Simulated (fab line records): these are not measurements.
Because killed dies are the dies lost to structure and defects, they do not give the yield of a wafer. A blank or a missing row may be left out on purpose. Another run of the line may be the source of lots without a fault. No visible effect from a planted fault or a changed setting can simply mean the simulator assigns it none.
A lot that was struck, set against a sound lot + flow sfq-line + 14 steps out of a route of 325
Sound: these wafers, L549.3, L549.4, L549.5. Struck: wafer L558.5. (L558.3, L558.4 of the same lot were not struck and are left out.) The cause comes at the end.
Each step with rows lists, per side, the tool, then ch with its chambers, then its first start. Under that, the readings that differ: sound wafers + struck wafers + difference of the means + sigmas: that difference in standard deviations of wafers without a fault.
alike: same words and numbers on both sides, and readings whose means sit less than 2 such deviations apart. not compared: any withheld reading, any reading some wafer has no value for, any bound like >300 that may hide the same value, and any number with overlapping values for which the record gives no deviation.
A row with sigmas, a row that says differs or no value, or rows on one side alone: a step with any of these is where the two part. When numbers do not overlap yet have no deviation, they are printed without sigmas and do not part them. Lack of a reading on every wafer of one side parts them only where that side has two or more wafers.

first, 2 steps without rows for these wafers: SFQ_TRILAYER_I2_VIA_STRIP_SOLV_CLEAN_072 (cleans in NMP, time 600 s); SFQ_TRILAYER_M3_DEP_PRE_CLEAN_074 (time 22.5 s).
SFQ_TRILAYER_M3_DEP_SPUTTER_073: material Nb, target thk 200 nm, time 133.3 s.
  sound on pvd-sputter-05, day 30 11:58; struck on pvd-sputter-06, day 34 00:10
  alike: base-pressure-pa, throttle-valve-pct
SFQ_M3_RS_MEAS_919: a four-point-probe measurement.
  sound on film-metro-01, day 30 12:05; struck on film-metro-02, day 34 00:18
  alike: M3_NB_RS
then, 6 steps without rows for these wafers: SFQ_TRILAYER_M3_LITHO_COAT_080 (resist thk 62 nm); SFQ_TRILAYER_M3_LITHO_COAT_075 (resist thk 600 nm); SFQ_TRILAYER_M3_LITHO_SOFTBAKE_079; SFQ_TRILAYER_M3_LITHO_EXPOSE_076 (exposes mask M3, target cd 500 nm); SFQ_TRILAYER_M3_LITHO_PEB_078 (peb time 60 s); SFQ_TRILAYER_M3_LITHO_DEVELOP_077 (time 60 s).
-- the record jumps here: 6 days lie between the struck wafers' starts before and after --
SFQ_M3_OVL_MEAS_921:
  sound on overlay-01, day 36 04:05; struck on overlay-01, day 39 17:17
  alike: M3_OVL
SFQ_TRILAYER_M3_BARC_OPEN_METAL_ETCH_100: etches BARC in O2, target depth 125 nm, time 41.7 s.
  sound on rie-metal-04 ch 0,1, day 36 04:08; struck on rie-metal-01 ch 0, day 39 17:19
| reading                                             | sound             | struck | difference | sigmas |
|-----------------------------------------------------|-------------------|--------|------------|--------|
| oes-product-au (a.u.)                               | 0.688 0.678 0.683 | 0.750  | +0.067     | +14    |
| run-length-s (s)                                    | 70.6 70.1 70.6    | 64.4   | -6.0       | -7     |
| model.KrF_of_TRILAYER_M3_LITHO_COAT_075.thk-nm (nm) | 522 523.9 524.9   | 528.2  | +4.6       |        |
  alike: drypump-motor-current-A
  not compared: rf-hours-counter-h
SFQ_TRILAYER_M3_ETCH_METAL_ETCH_078: etches Nb in Cl2/Ar, stops on SiO2, target depth 240 nm, time 120 s.
  sound on rie-metal-04 ch 0,1, day 36 04:13; struck on rie-metal-01 ch 0, day 39 17:24
| reading                                             | sound           | struck | difference | sigmas |
|-----------------------------------------------------|-----------------|--------|------------|--------|
| model.KrF_of_TRILAYER_M3_LITHO_COAT_075.thk-nm (nm) | 380 381.6 382.3 | 390.3  | +9.0       |        |
  alike: drypump-motor-current-A, oes-product-au, run-length-s
  not compared: rf-hours-counter-h
SFQ_TRILAYER_M3_STRIP_STRIP_079: strips in O2.
  sound on rie-metal-04 ch 0,1, day 36 04:29; struck on rie-metal-01 ch 0, day 39 17:41
  alike: drypump-motor-current-A, oes-product-au
  not compared: rf-hours-counter-h

== WHERE THEY PART ==
At SFQ_TRILAYER_M3_BARC_OPEN_METAL_ETCH_100 and nowhere else, as far as this record goes. Later steps at which nothing parts them and some readings are alike: SFQ_TRILAYER_M3_ETCH_METAL_ETCH_078, SFQ_TRILAYER_M3_STRIP_STRIP_079.

WHY: what had been put in by the simulator
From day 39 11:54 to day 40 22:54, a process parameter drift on rie-metal-01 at SFQ_TRILAYER_M3_BARC_OPEN_METAL_ETCH_100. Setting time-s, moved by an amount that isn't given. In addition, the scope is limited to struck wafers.
